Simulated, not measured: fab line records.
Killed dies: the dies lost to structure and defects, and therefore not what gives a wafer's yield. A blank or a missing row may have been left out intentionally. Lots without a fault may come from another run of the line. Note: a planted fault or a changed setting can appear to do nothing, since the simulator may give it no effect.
Which of the tools did it? | flow gf180mcu | 7 lots with 21 wafers sampled at 2 steps, on a route of 602 steps

WHAT THE GAUGES SHOWED, per wafer
GF_M2_CD_MEAS_14: target cd 280 nm.
lot  | measured     | on        | cd_nm (nm)
L249 | day 20 16:22 | cd_sem-01 | 280.8 281.6 281.8
L252 | day 21 13:28 | cd_sem-02 | 281.2 280.6 281.5
L257 | day 23 10:40 | cd_sem-01 | 280.4 280.9 280.5
L262 | day 24 22:08 | cd_sem-02 | 281.4 281.0 282.1
L264 | day 26 02:44 | cd_sem-01 | 280.0 279.0 279.1
L266 | day 26 11:53 | cd_sem-02 | 281.5 280.9 281.5
L269 | day 26 23:58 | cd_sem-01 | 280.3 280.7 279.7

TOOL THAT RAN EACH LOT (tool first, then ch and the chambers of the sampled wafers, then the start)
lot  | GF_M2_SPUTTER_03
L249 | pvd_sputter-03, day 19 15:50
L252 | pvd_sputter-02, day 20 13:14
L257 | pvd_sputter-01, day 22 11:28
L262 | pvd_sputter-01, day 24 00:19
L264 | pvd_sputter-03, day 25 05:08
L266 | pvd_sputter-03, day 25 15:15
L269 | pvd_sputter-02, day 26 03:23
- GF_M2_SPUTTER_03: material Ti, target thk 10 nm, time 6.7 s.

THE ANSWER, worked out from the rows above alone
Rule: the usual values come from the lots themselves. Put in order of their means at a reading, lots are off if they are a third of the lots or fewer, leave a main group of 4 or more, and stand apart from it by a gap of 3 or more times the standard deviation of the main group's means; of several such gaps the widest counts. A main group whose means are all the same, to the digits that the tables above print for the reading, isn't used. A lot without any number at a reading at which 4 lots or more have one is off too. The other lots that the step has rows for count as sound.
No lot is off on any of the readings shown, so nothing can be concluded from this.

WHAT THE SIMULATOR HAD PUT IN
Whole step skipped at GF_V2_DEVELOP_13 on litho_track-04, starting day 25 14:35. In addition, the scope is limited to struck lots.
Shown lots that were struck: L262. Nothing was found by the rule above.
